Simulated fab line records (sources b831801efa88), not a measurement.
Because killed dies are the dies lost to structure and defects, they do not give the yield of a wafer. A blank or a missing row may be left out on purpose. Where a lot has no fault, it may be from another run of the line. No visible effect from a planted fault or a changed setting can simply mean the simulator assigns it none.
Which tool is to blame? -- flow gf180mcu -- Sampling: 12 lots, 36 wafers, 6 of 602 route steps

## WHAT THE GAUGES READ, wafer by wafer
GF_V3_BOW_MEAS_05.
lot,measured,on,V3_BOW (um)
L895,day 22 07:31,film_metro-02,119 117 118
L900,day 23 23:53,film_metro-03,122 125 135
L902,day 24 17:27,film_metro-03,131 128 136
L903,day 25 01:59,film_metro-02,142 131 135
L905,day 25 20:29,film_metro-02,131 125 124
L907,day 26 15:47,film_metro-02,123 117 131
L910,day 27 13:11,film_metro-03,118 110 125
L911,day 27 15:22,film_metro-04,114 117 120
L912,day 27 18:03,film_metro-04,119 119 113
L914,day 28 07:03,film_metro-02,112 117 115
L915,day 28 14:16,film_metro-03,112 116 100
L916,day 28 23:46,film_metro-03,115 125 118

GF_M4_RS_MEAS_05: the measuring method here is four-point-probe.
lot,measured,on,M4_ALCU_RS (ohm/sq)
L895,day 23 14:58,film_metro-01,0.0696 0.0706 0.0704
L900,day 24 22:43,film_metro-03,0.0709 0.0699 0.0697
L902,day 25 16:53,film_metro-03,0.0699 0.0701 0.0698
L903,day 26 00:56,film_metro-01,0.0694 0.0700 0.0696
L905,day 26 19:31,film_metro-01,0.0709 0.0699 0.0708
L907,day 27 13:40,film_metro-01,0.0702 0.0707 0.0705
L910,day 28 09:52,film_metro-02,0.0690 0.0693 0.0685
L911,day 28 12:55,film_metro-01,0.0691 0.0818 0.0692
L912,day 28 15:59,film_metro-03,0.0694 0.0821 0.0693
L914,day 29 04:04,film_metro-01,0.0692 0.0701 0.0698
L915,day 29 11:38,film_metro-01,0.0705 0.0704 0.0695
L916,day 29 20:45,film_metro-02,0.0694 0.0686 0.0697

GF_M4_THK_MEAS_06: measures by xrf.
lot,measured,on,M4_ALCU_THK (nm)
L895,day 23 15:04,film_metro-01,443 442 443
L900,day 24 22:50,film_metro-03,437 441 445
L902,day 25 17:01,film_metro-03,445 444 444
L903,day 26 01:03,film_metro-01,448 443 445
L905,day 26 19:38,film_metro-01,437 444 437
L907,day 27 13:47,film_metro-01,443 441 441
L910,day 28 09:58,film_metro-02,448 451 451
L911,day 28 13:02,film_metro-01,453 392 453
L912,day 28 16:06,film_metro-03,449 392 448
L914,day 29 04:10,film_metro-01,451 444 447
L915,day 29 11:45,film_metro-01,444 444 450
L916,day 29 20:52,film_metro-02,450 452 447

## WHAT TOOL EACH LOT RAN ON (gives the tool, then ch and the chambers of the sampled wafers, and finally the start)
lot,GF_V3_SPUTTER_21,GF_V3_SPUTTER_22,GF_M4_SPUTTER_02
L895,"pvd_sputter-03, day 23 14:02","pvd_sputter-03, day 23 14:05","pvd_sputter-02, day 23 14:51"
L900,"pvd_sputter-04, day 24 21:37","pvd_sputter-04, day 24 21:40","pvd_sputter-04, day 24 22:37"
L902,"pvd_sputter-04, day 25 15:59","pvd_sputter-04, day 25 16:02","pvd_sputter-04, day 25 16:48"
L903,"pvd_sputter-01, day 26 00:01","pvd_sputter-01, day 26 00:05","pvd_sputter-04, day 26 00:50"
L905,"pvd_sputter-01, day 26 18:37","pvd_sputter-01, day 26 18:40","pvd_sputter-02, day 26 19:26"
L907,"pvd_sputter-04, day 27 12:36","pvd_sputter-04, day 27 12:40","pvd_sputter-04, day 27 13:35"
L910,"pvd_sputter-01, day 28 08:55","pvd_sputter-01, day 28 08:59","pvd_sputter-02, day 28 09:44"
L911,"pvd_sputter-04, day 28 11:54","pvd_sputter-04, day 28 11:58","pvd_sputter-02, day 28 12:50"
L912,"pvd_sputter-03, day 28 14:57","pvd_sputter-03, day 28 15:01","pvd_sputter-02, day 28 15:53"
L914,"pvd_sputter-03, day 29 03:07","pvd_sputter-03, day 29 03:10","pvd_sputter-01, day 29 03:56"
L915,"pvd_sputter-01, day 29 10:43","pvd_sputter-01, day 29 10:47","pvd_sputter-01, day 29 11:32"
L916,"pvd_sputter-04, day 29 19:48","pvd_sputter-04, day 29 19:52","pvd_sputter-01, day 29 20:40"
- GF_V3_SPUTTER_21: material Ti, target thk 15 nm, time 80.02 s.
- GF_V3_SPUTTER_22: material TiN, target thk 10 nm, time 40 s.
- GF_M4_SPUTTER_02: material AlCu, target thk 450 nm, time 23.9 s.

## AS READ BY THE TOOLS THEMSELVES (means over the sampled wafers that have a number; for cases with no such wafer, the mark the record gives instead)
GF_V3_SPUTTER_21.
lot,tool,throttle_valve_pct (%)
L895,pvd_sputter-03,31.1
L900,pvd_sputter-04,29.7
L902,pvd_sputter-04,30.2
L903,pvd_sputter-01,28.7
L905,pvd_sputter-01,30.4
L907,pvd_sputter-04,29.7
L910,pvd_sputter-01,28.7
L911,pvd_sputter-04,29.9
L912,pvd_sputter-03,30.1
L914,pvd_sputter-03,30.0
L915,pvd_sputter-01,29.4
L916,pvd_sputter-04,29.6

GF_V3_SPUTTER_22.
lot,tool,throttle_valve_pct (%)
L895,pvd_sputter-03,31.1
L900,pvd_sputter-04,29.6
L902,pvd_sputter-04,30.2
L903,pvd_sputter-01,28.8
L905,pvd_sputter-01,30.3
L907,pvd_sputter-04,29.9
L910,pvd_sputter-01,28.5
L911,pvd_sputter-04,29.9
L912,pvd_sputter-03,29.9
L914,pvd_sputter-03,29.8
L915,pvd_sputter-01,29.6
L916,pvd_sputter-04,29.4

GF_M4_SPUTTER_02.
lot,tool,throttle_valve_pct (%)
L895,pvd_sputter-02,30.6
L900,pvd_sputter-04,30.5
L902,pvd_sputter-04,29.7
L903,pvd_sputter-04,29.9
L905,pvd_sputter-02,29.8
L907,pvd_sputter-04,29.6
L910,pvd_sputter-02,31.1
L911,pvd_sputter-02,31.0
L912,pvd_sputter-02,31.1
L914,pvd_sputter-01,28.5
L915,pvd_sputter-01,29.4
L916,pvd_sputter-01,29.6

## THE ANSWER, worked out from the rows above alone
Rule: what is usual is taken from the lots themselves. Put in order of their means at a reading, lots are off if they are a third of the lots or fewer, leave a main group of 4 or more, and stand apart from it by a gap of 3 or more times the standard deviation of the main group's means; of several such gaps the widest counts. A main group whose means are all the same, to the digits that the tables above print for the reading, isn't used. A lot without any number at a reading at which 4 lots or more have one is off too. Where the step has rows for the other lots, those lots are counted as sound. First the gauges in route order, then the tools' own readings, where a lot's mean is used as printed above. The first step at which some lot is off is used, and at that step the reading that is off furthest; a lot without a number counts as furthest.
Off: L911, L912, at GF_M4_RS_MEAS_05 (M4_ALCU_RS). The main group: mean 0.0699 ohm/sq, standard deviation 0.00049.
A tool fits if, at a process step before that reading, it ran every lot that is off, and no sound lot after the first of them. Gauges at GF_M4_RS_MEAS_05: tried the same way as those tools. One fits: GF_M4_SPUTTER_02 on pvd_sputter-02. A fault onset in the window from L910 (day 28 09:44, its last sound lot) to L911 (day 28 12:50, its first lot off) fits.

## WHAT THE SIMULATOR HAD INSERTED
Site profile drift: pvd_sputter-02, from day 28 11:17 on, at GF_M4_SPUTTER_02. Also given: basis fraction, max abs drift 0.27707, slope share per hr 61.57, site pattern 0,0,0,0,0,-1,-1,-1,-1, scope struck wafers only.
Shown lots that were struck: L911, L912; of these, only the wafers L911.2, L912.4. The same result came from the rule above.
